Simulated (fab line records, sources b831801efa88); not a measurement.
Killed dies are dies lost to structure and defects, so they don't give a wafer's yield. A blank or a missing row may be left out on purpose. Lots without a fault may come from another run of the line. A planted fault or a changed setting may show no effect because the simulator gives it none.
Which tool did it? | flow sky130 | 13 lots, 39 wafers sampled, at 5 steps of a route of 708

WHAT THE GAUGES READ, wafer by wafer
SKY_FIELD_ISO_BOW_MEAS_00. Usual: INCOMING_BOW 0 um, standard deviation 6.7.
lot  | measured    | on            | INCOMING_BOW (um) | flag
L765 | day 1 10:02 | film_metro-03 | -4 -12 8          |
L768 | day 2 01:00 | film_metro-01 | -2 6 4            |
L769 | day 2 06:00 | film_metro-03 | -5 4 2            |
L771 | day 2 16:00 | film_metro-01 | -2 1 6            |
L774 | day 3 07:00 | film_metro-01 | -6 9 4            |
L775 | day 3 12:01 | film_metro-03 | 4 -6 -10          |
L776 | day 3 17:00 | film_metro-02 | -8 7 0            |
L777 | day 3 22:01 | film_metro-03 | 0 8 1             |
L778 | day 4 03:00 | film_metro-01 | -3 2 -8           |
L779 | day 4 08:00 | film_metro-01 | 3 20 -7           |
L780 | day 4 13:00 | film_metro-02 | 9 -5 2            |
L783 | day 5 04:00 | film_metro-02 | 9 14 -10          |
L788 | day 6 05:01 | film_metro-03 | 0 -6 0            |

SKY_PWDE_OVL_MEAS_07. Usual: PWDE_OVL 1.9 nm, standard deviation 1.5.
lot  | measured    | on         | PWDE_OVL (nm) | flag
L765 | day 3 21:27 | overlay-02 | 3.2 0.2 0.2   |
L768 | day 4 14:17 | overlay-02 | 1.6 1.8 1.4   |
L769 | day 4 19:35 | overlay-02 | 1.5 2.4 2.3   |
L771 | day 5 06:25 | overlay-01 | 3.2 2.6 2.2   |
L774 | day 5 23:46 | overlay-02 | 0.0 2.3 0.9   |
L775 | day 6 05:10 | overlay-02 | 2.8 3.5 3.3   |
L776 | day 6 10:37 | overlay-02 | 0.4 2.0 2.4   |
L777 | day 6 15:26 | overlay-01 | 1.6 1.8 2.9   |
L778 | day 6 21:52 | overlay-01 | 2.1 1.9 0.7   |
L779 | day 7 02:37 | overlay-01 | 0.8 0.6 1.7   |
L780 | day 7 07:26 | overlay-02 | -0.7 -0.1 0.9 |
L783 | day 7 23:47 | overlay-02 | -0.7 0.7 -2.3 |
L788 | day 9 04:43 | overlay-02 | 3.1 2.9 2.6   |

SKY_VT_ADJUST_HVTP_TW_MEAS_11. Usual: VT_ADJUST_HVTP_TW 1351, standard deviation 11.
lot  | measured     | on            | VT_ADJUST_HVTP_TW | flag
L765 | day 6 02:46  | film_metro-04 | 1363 1362 1362    |
L768 | day 6 23:05  | film_metro-04 | 1367 1356 1361    |
L769 | day 7 03:50  | film_metro-01 | 1370 1356 1362    |
L771 | day 7 17:18  | film_metro-04 | 1356 1350 1353    |
L774 | day 8 11:38  | film_metro-04 | 1352 1351 1352    |
L775 | day 8 17:21  | film_metro-01 | 1365 1365 1365    |
L776 | day 8 22:02  | film_metro-04 | 1353 1351 1357    |
L777 | day 9 03:33  | film_metro-04 | 1364 1360 1364    |
L778 | day 9 12:51  | film_metro-02 | 1344 1345 1341    |
L779 | day 9 17:08  | film_metro-01 | 1368 1361 1370    |
L780 | day 9 22:14  | film_metro-02 | 1353 1344 1341    |
L783 | day 10 18:02 | film_metro-04 | 1344 1341 1348    |
L788 | day 12 02:30 | film_metro-02 | 1335 1336 1329    |

SKY_VT_ADJUST_LVTN_TW_MEAS_10. Usual: VT_ADJUST_LVTN_TW 241.3, standard deviation 1.6.
lot  | measured     | on            | VT_ADJUST_LVTN_TW                   | flag
L765 | day 6 22:31  | film_metro-03 | 237.2 236.4 238.7                   |
L768 | day 7 18:52  | film_metro-01 | 243.3 241.8 242.8                   |
L769 | day 8 00:25  | film_metro-03 | 239.4 239.3 240.4                   |
L771 | day 8 12:51  | film_metro-01 | 241.2 242.2 241.5                   |
L774 | day 9 08:30  | film_metro-03 | 239.1 239.8 239.2                   |
L775 | day 9 14:49  | film_metro-04 | 243.0 243.3 242.3                   |
L776 | day 9 20:09  | film_metro-04 | 242.2 242.3 242.0                   |
L777 | day 10 01:44 | film_metro-01 | 240.6 243.1 241.9                   |
L778 | day 10 11:06 | film_metro-01 | 242.6 242.7 242.1                   |
L779 | day 10 15:15 | film_metro-04 | 240.9 240.6 240.9                   |
L780 | day 10 20:58 | film_metro-01 | 242.8 241.5 241.1                   |
L783 | day 11 17:06 | film_metro-03 | 235.7 234.3 234.3 235.9 235.7 234.4 | OFF
L788 | day 13 02:40 | film_metro-01 | 241.8 243.6 242.9                   |

WHICH TOOL RAN EACH LOT (tool, then ch and the chambers of the sampled wafers, then the start)
lot  | SKY_VT_ADJUST_LVTN_IMPLANT_08
L765 | implanter-01 ch 0, day 6 22:18
L768 | implanter-03 ch 0, day 7 18:37
L769 | implanter-03 ch 0, day 8 00:10
L771 | implanter-01 ch 0, day 8 12:36
L774 | implanter-01 ch 0, day 9 08:15
L775 | implanter-04 ch 0, day 9 14:34
L776 | implanter-04 ch 0, day 9 19:54
L777 | implanter-03 ch 0, day 10 01:30
L778 | implanter-03 ch 0, day 10 10:51
L779 | implanter-04 ch 0, day 10 15:00
L780 | implanter-01 ch 0, day 10 20:43
L783 | implanter-03 ch 0, day 11 16:51
L788 | implanter-04 ch 0, day 13 02:25
- SKY_VT_ADJUST_LVTN_IMPLANT_08

WHAT THE TOOLS THEMSELVES READ (means of the sampled wafers that have a number; where no wafer has one, the mark that the record gives instead)
SKY_VT_ADJUST_LVTN_IMPLANT_08. Usual: faraday_current_uA 8.85, standard deviation 0.17.
lot  | tool         | faraday_current_uA | flag
L765 | implanter-01 | 8.87               |
L768 | implanter-03 | 8.95               |
L769 | implanter-03 | 8.68               |
L771 | implanter-01 | 8.68               |
L774 | implanter-01 | 8.79               |
L775 | implanter-04 | 8.85               |
L776 | implanter-04 | 8.86               |
L777 | implanter-03 | 8.82               |
L778 | implanter-03 | 8.91               |
L779 | implanter-04 | 8.85               |
L780 | implanter-01 | 8.79               |
L783 | implanter-03 | 8.85               |
L788 | implanter-04 | 8.82               |

THE ANSWER, worked out from the rows above alone
Rule: a lot is off if the mean of its wafers that have a number lies more than 3 standard deviations from the usual mean. A lot without any number at a reading at which 4 lots or more have one is off too. The other lots that the step has rows for count as sound. The gauges are gone through in route order, then the tools' own readings, and for those a lot's mean is taken as printed above. The first step at which some lot is off is used, and at that step the reading that is off furthest; a lot without a number counts as furthest.
Off: L783, at SKY_VT_ADJUST_LVTN_TW_MEAS_10 (VT_ADJUST_LVTN_TW).
A tool fits if, at a process step before that reading, it ran every lot that is off, and no sound lot after the first of them. The gauges at SKY_VT_ADJUST_LVTN_TW_MEAS_10 are tried like those tools. Can't be told from this: 2 tools fit, implanter-03 at SKY_VT_ADJUST_LVTN_IMPLANT_08, film_metro-03 at SKY_VT_ADJUST_LVTN_TW_MEAS_10.

WHAT THE SIMULATOR HAD PUT IN
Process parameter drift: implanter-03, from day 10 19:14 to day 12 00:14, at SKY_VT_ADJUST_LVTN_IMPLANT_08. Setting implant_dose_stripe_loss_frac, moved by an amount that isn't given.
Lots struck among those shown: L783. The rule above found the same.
